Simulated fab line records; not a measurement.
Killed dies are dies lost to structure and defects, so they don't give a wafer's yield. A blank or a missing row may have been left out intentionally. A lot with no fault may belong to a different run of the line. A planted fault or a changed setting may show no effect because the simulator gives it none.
2 desks, one fault | flow gf180mcu | what lay behind the numbers comes last; until then each desk has only its own

== AT THE TOOL OWNER'S DESK: litho-track-03 ==
The tool's own readings at GF_POLY_GATE_SOFTBAKE_06 (time 60 s): means of the sampled wafers that have a number, for each lot that ran on this tool. The brackets show how far a lot's mean lies from the usual mean; more than 4 standard deviations puts the lot out of limits, marked OUT.
Columns: A = chill-plate-temp-C at GF_POLY_GATE_SOFTBAKE_06, usual 23.01 C; B = run-length-s at GF_POLY_GATE_SOFTBAKE_06, usual 89.14 s
lot  | first seen here | A     | B
L852 | day 8 20:00     | 22.95 | 89.11
L857 | day 10 10:00    | 23.00 | 89.10
L858 | day 10 15:00    | 23.13 | 89.23
L859 | day 10 21:00    | 22.88 | 89.14
L862 | day 11 20:00    | 22.95 | 89.10
L863 | day 12 07:00    | 23.00 | 89.15
L865 | day 12 17:00    | 23.02 | 90.05 (+6.5) OUT
L870 | day 14 02:00    | 22.85 | 91.50 (+17) OUT
Finding of this desk: L865, L870 out of limits; the first was L865 at day 12 17:00, on run-length-s at GF_POLY_GATE_SOFTBAKE_06. L852, L857, L858, L859, L862, L863 stayed within limits.

== THE METROLOGY DESK ==
What the gauges read, lot by lot, whatever tool the lot ran on: means of the sampled wafers that have a number. The brackets show how far a lot's mean lies from the usual mean; more than 4 standard deviations puts the lot out of limits, marked OUT.
Columns: A = STI_OXIDATION_02_THK at GF_STI_THK_MEAS_30, usual 10.07 nm; B = V2_BOW at GF_V2_BOW_MEAS_05, usual 97 um
lot  | first seen here | A     | B
L852 | day 2 05:53     | 10.47 | 91
L853 | day 2 10:31     | 10.25 | 91
L854 | day 2 16:02     | 10.05 | 100
L856 | day 3 03:49     | 9.85  | 102
L857 | day 3 11:25     | 9.90  | 95
L858 | day 3 14:00     | 9.86  | 101
L859 | day 3 19:23     | 9.90  | 102
L860 | day 3 22:59     | 10.19 | 101
L861 | day 4 04:19     | 10.32 | 89
L862 | day 4 09:13     | 10.16 | 88
L863 | day 4 18:11     | 9.81  | 93
L865 | day 5 03:25     | 9.90  | 93
L870 | day 6 03:13     | 9.94  | 92
L873 | day 6 22:35     | 10.16 | 103
This desk's verdict: no lot among the 14 shows anything out of limits.

== TAKEN TOGETHER ==
An alarm could have come from the tool owner's desk at day 12 17:00, on L865, L870.
Nothing out of limits was seen by the metrology desk.
The metrology desk holds a record of L865, L870, inside its limits.
GF_POLY_GATE_SOFTBAKE_06 was run on litho-track-03 by each of the lots named.

== WHAT WAS PUT IN BY THE SIMULATOR ==
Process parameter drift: litho-track-03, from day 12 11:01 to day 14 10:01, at GF_POLY_GATE_SOFTBAKE_06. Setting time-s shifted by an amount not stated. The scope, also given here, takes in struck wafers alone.
Shown lots that were struck: L865, L870.
Each desk's first reading out of limits, in hours after the fault started: the tool owner's desk, 6.
